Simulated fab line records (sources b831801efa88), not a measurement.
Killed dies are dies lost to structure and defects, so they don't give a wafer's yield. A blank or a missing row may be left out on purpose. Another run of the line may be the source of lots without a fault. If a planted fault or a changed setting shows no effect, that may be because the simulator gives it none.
A lot that was struck, set against a sound lot    flow sky130    17 steps out of a route of 708
Sound: these wafers, L227.2, L227.5, L227.6. The struck wafers were L218.1, L218.4, L218.6. At the end, the cause is stated.
Per side, at each step with rows, come the tool, then ch with its chambers, and then its first start. Under that, the readings that differ: sound wafers    struck wafers    difference of the means    sigmas: that difference in standard deviations of wafers without a fault.
alike: readings whose means differ by less than 2 such deviations, and words and numbers that are the same on both sides. not compared: withheld readings, readings that some wafer has no value for, bounds like >300 that may hide the same value, and numbers for which the record gives no deviation and whose values overlap.
A row with sigmas, a row that says differs or no value, or rows on one side alone: a step with any of these is where the two part. When numbers do not overlap yet have no deviation, they are printed without sigmas and do not part them. A reading missing from all wafers of one side parts the sides only when that side holds two or more wafers.

SKY_FIELD_ISO_THK_MEAS_02:
  sound on film metro-04, day 5 01:11; struck on film metro-03, day 3 04:55
  alike: FIELD_ISO_OXIDATION_00_THK
then, 1 step without rows for these wafers: SKY_FIELD_ISO_CVD_03 (deposits Si3N4 from DCS/NH3, target thk 165 nm, time 2830 s).
SKY_FIELD_ISO_THK_MEAS_04:
  sound on film metro-04, day 5 05:42; struck on film metro-04, day 3 09:23
  alike: FIELD_ISO_CVD_03_THK
then, 8 steps without rows for these wafers: SKY_FIELD_ISO_DEHYDRATE_05 (time 60 s); SKY_FIELD_ISO_HMDS_06 (prime time 60 s); SKY_FIELD_ISO_COAT_07 (resist thk 60 nm); SKY_FIELD_ISO_COAT_08 (resist thk 450 nm); SKY_FIELD_ISO_SOFTBAKE_09 (time 90 s); SKY_FIELD_ISO_EXPOSE_10 (exposes mask FOM, target cd 150 nm); SKY_FIELD_ISO_PEB_11; SKY_FIELD_ISO_DEVELOP_12 (develop time 60 s).
SKY_FIELD_ISO_CD_MEAS_13: target cd 150 nm.
  sound on cd sem-01, day 5 23:31; struck on cd sem-01, day 4 01:13
  alike: cd nm
SKY_FIELD_ISO_ETCH_14: etches BARC in N2/H2, stops on SiO2, time 45.9 s, target depth 60 nm.
  sound on rie diel-04 ch 0,1,3, day 5 23:37; struck on rie diel-03 ch 0,1, day 4 01:20
reading                                           sound              struck             difference  sigmas
rf fwd power W (W)                                498.0 495.7 498.1  418.2 416.7 417.3  -79.9       -38
model.KrF-thick_of_FIELD_ISO_COAT_08.thk nm (nm)  395.3 395.1 395.8  399.7 400.5 399.8  +4.6        
  alike: drypump motor current A, n2 flow sccm, oes product au, throttle valve pct
  not compared: rf hours counter h
SKY_FIELD_ISO_ETCH_15: etches the open film in CHF3/O2, stops on Si, target depth 180 nm, time 72 s.
  sound on rie diel-04 ch 0,1,3, day 5 23:39; struck on rie diel-03 ch 0,1, day 4 01:23
reading                                           sound            struck           difference  sigmas
model.KrF-thick_of_FIELD_ISO_COAT_08.thk nm (nm)  237.4 238 238.2  244.6 243.2 244  +6.1        
  alike: O2_flow_sccm, chf3 flow sccm, drypump motor current A, oes product au, rf fwd power W, throttle valve pct
  not compared: rf hours counter h
SKY_FIELD_ISO_STRIP_16: strips in O2/N2.
  sound on plasma asher-02 ch 0,1, day 5 23:43; struck on plasma asher-03 ch 0, day 4 01:26
reading                       sound              struck             difference  sigmas
strip time to endpoint s (s)  3.550 3.565 3.569  3.633 3.622 3.635  +0.069      +3
  alike: drypump motor current A, n2 flow sccm, oes product au
  not compared: rf hours counter h
SKY_FIELD_ISO_ETCH_17: etches Si in HBr/Cl2/O2, target depth 342 nm, time 97.7 s.
  sound on rie si-02 ch 0,2,3, day 5 23:49; struck on rie si-02 ch 0,1,2, day 4 01:32
  alike: O2_flow_sccm, drypump motor current A, he backside leak sccm, oes product au, rf fwd power W, throttle valve pct
  not compared: rf hours counter h
SKY_PAD_OPEN_PROBE_99:
  the record has rows for the sound wafers here (prober-01, day 49 19:31) and none for the struck ones

## WHERE THEY PART
Earliest at SKY_FIELD_ISO_ETCH_14; latest, in this record, at SKY_PAD_OPEN_PROBE_99.

WHY: what the simulator had put in
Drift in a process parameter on rie diel-03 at SKY_FIELD_ISO_ETCH_14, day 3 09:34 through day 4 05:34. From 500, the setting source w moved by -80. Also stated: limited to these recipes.
